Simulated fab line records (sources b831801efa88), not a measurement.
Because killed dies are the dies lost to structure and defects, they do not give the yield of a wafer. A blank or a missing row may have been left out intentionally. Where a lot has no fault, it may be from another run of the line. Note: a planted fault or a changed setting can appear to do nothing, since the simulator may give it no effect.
Matching of chambers ; flow sky130 ; SKY_VIA4_ETCH_12 on rie-diel-01 has 4 sister chambers
The step etches SiO2 in C4F8/O2/Ar, stops on TiN, target depth 580 nm. 4 wafers are shown with their chamber, then 7 later ones without.

== WAFERS WITH THEIR CHAMBER ==
wafer;chamber;oes-product-au (a.u.)
L746.1;2;0.927
L746.2;3;0.927
L748.1;0;0.923
L748.3;1;0.923

== WAFERS WITHOUT THEIR CHAMBER ==
wafer;oes-product-au (a.u.)
L748.5;0.935
L754.3;0.916
L754.4;0.926
L754.5;0.933
L755.1;0.922
L755.2;0.932
L755.3;0.922

== EACH ONE'S CHAMBER ==
wafer;from the rows above;in truth
L748.5;can't be placed: 2 or 3 or 0 or 1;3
L754.3;can't be placed: 0 or 1 or 2 or 3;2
L754.4;can't be placed: 2 or 3 or 0 or 1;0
L754.5;can't be placed: 2 or 3 or 0 or 1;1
L755.1;can't be placed: 0 or 1 or 2 or 3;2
L755.2;can't be placed: 2 or 3 or 0 or 1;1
L755.3;can't be placed: 0 or 1 or 2 or 3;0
Correct placement for 0 of the 7. Unplaceable from these rows: 7, with the true chamber sitting among the candidates in 7. 0 placed wrongly.
How it was worked out, from the rows above alone: a wafer's distance from a chamber is the root of the sum, over the readings, of the square of ((its reading less the chamber's mean) divided by the reading's scatter). The wafer belongs to the nearest chamber; if the next one is less than 2 further off, it can't be placed. For every chamber, the mean is computed from those of its wafers that are shown. The scatter (one wafer shown for each chamber): square how far every hidden wafer sits from the nearest shown wafer, average those squares and take the square root.
